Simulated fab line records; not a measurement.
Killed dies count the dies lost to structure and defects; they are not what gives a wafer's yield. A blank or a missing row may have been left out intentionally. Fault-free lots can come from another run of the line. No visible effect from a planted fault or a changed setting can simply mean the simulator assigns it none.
Comparing a struck lot with a sound one :: flow sky130 :: 15 out of 708 route steps
Sound: wafers L790.1, L790.3, L790.6. Struck: wafer L804.1. (L804.3, L804.5 of the same lot were not struck and are left out.) The cause comes at the end.
For every step that has rows: the tool of each side, followed by ch and its chambers, followed by its first start. Under that, the readings that differ: sound wafers :: struck wafers :: difference of the means :: sigmas: that difference in standard deviations of wafers without a fault.
alike: readings with means less than 2 such deviations apart, plus words and numbers identical on both sides. not compared: withheld readings, readings lacking a value on some wafer, bounds such as >300 that could conceal the same value, and numbers that have no deviation in the record and whose values overlap.
Wherever a step has rows on one side only, a row that says differs or no value, or a row with sigmas, the two part there. Numbers that have no deviation but don't overlap get no sigmas and don't part them. A reading missing from all wafers of one side parts the sides only when that side holds two or more wafers.

SKY_VIA1_BOW_MEAS_03:
  sound on filmMetro-04 at day 34 04:35; struck on filmMetro-02 at day 38 05:31
  alike: VIA1_BOW
then, 8 steps without rows for these wafers: SKY_VIA1_DEHYDRATE_04 (time 60 s); SKY_VIA1_HMDS_05 (prime time 60 s); SKY_VIA1_COAT_06 (resist thk 60 nm); SKY_VIA1_COAT_07 (resist thk 450 nm); SKY_VIA1_SOFTBAKE_08 (time 90 s); SKY_VIA1_EXPOSE_09 (exposes mask VIM, target cd 150 nm); SKY_VIA1_PEB_10; SKY_VIA1_DEVELOP_11 (develop time 60 s).
SKY_VIA1_CD_MEAS_12 targets a cd of 150 nm.
  sound on cdSem-01 at day 35 07:14; struck on cdSem-02 at day 39 07:10
  alike: cdNm
SKY_VIA1_OVL_MEAS_13:
  sound on overlay-02 at day 35 07:22; struck on overlay-01 at day 39 07:17
  alike: VIA1_OVL
SKY_VIA1_ETCH_14: etches BARC in N2/H2, stops on SiO2, time 45.9 s, target depth 60 nm.
  sound on rieDiel-03 ch 1,3, day 35 07:24; struck on rieDiel-03 ch 0, day 39 07:19
reading: drypumpMotorCurrentA (A)
sound: 5.8 5.3 5.3
struck: 6.7
difference: +1.2
sigmas: +2
  alike: biasW, chamberPressureMTorr, oesProductAu, throttleValvePct
  not compared: rfHoursCounterH
SKY_VIA1_ETCH_15: etches SiO2 in C4F8/O2/Ar, stops on TiN, target depth 351 nm, time 54 s.
  sound on rieDiel-03 ch 1,3, day 35 07:26; struck on rieDiel-03 ch 0, day 39 07:22
reading: biasW (W)
sound: 1204 1201 1205
struck: 1031
difference: -172
sigmas: -48

reading: oesProductAu (a.u.)
sound: 0.984 0.983 0.980
struck: 0.958
difference: -0.024
sigmas: -4

reading: model.VIA1.featureDepthNm (nm)
sound: 345.2 345.5 345.9
struck: 330.8
difference: -14.7
sigmas: 

reading: model.etch.depthNm (nm)
sound: 345.2 345.5 345.9
struck: 330.8
difference: -14.7
sigmas: 

reading: model.KrF-thick_of_VIA1_COAT_07.thkNm (nm)
sound: 322 322 321.7
struck: 326.4
difference: +4.5
sigmas: 
  alike: chamberPressureMTorr
  not compared: rfHoursCounterH
SKY_VIA1_STRIP_16: strips in O2/N2.
  sound on plasmaAsher-03 ch 0,1, day 35 07:29; struck on plasmaAsher-04 ch 1, day 39 07:25
reading: stripTimeToEndpointS (s)
sound: 4.439 4.464 4.441
struck: 4.509
difference: +0.061
sigmas: +3
  alike: chamberPressureMTorr, drypumpMotorCurrentA, oesProductAu
  not compared: rfHoursCounterH
-- the record jumps here: 11 days lie between the struck wafers' starts before and after (it left off in module VIA1 and takes up again in module PAD_OPEN, whose first step shown is number 708 of the route) --
SKY_PAD_OPEN_PROBE_99:
  sound on prober-01 at day 47 06:00; struck on prober-01 at day 50 06:45
  alike: defectLimitedYield, killed_at_M0_to_M3, killed_at_M4_up, killedAtContacts, killedAtFrontEnd, killedAtOther, killedDies, killedOpen, killedShort, sort_bin_3_pad_short, sort_bin_5_function, sort_bin_6_memory, sortNPass, sortYieldPct

== WHERE THEY PART ==
First at SKY_VIA1_ETCH_14; last, within this record, at SKY_VIA1_STRIP_16. Later steps at which nothing parts them and some readings are alike: SKY_PAD_OPEN_PROBE_99.

WHY: the cause the simulator had injected
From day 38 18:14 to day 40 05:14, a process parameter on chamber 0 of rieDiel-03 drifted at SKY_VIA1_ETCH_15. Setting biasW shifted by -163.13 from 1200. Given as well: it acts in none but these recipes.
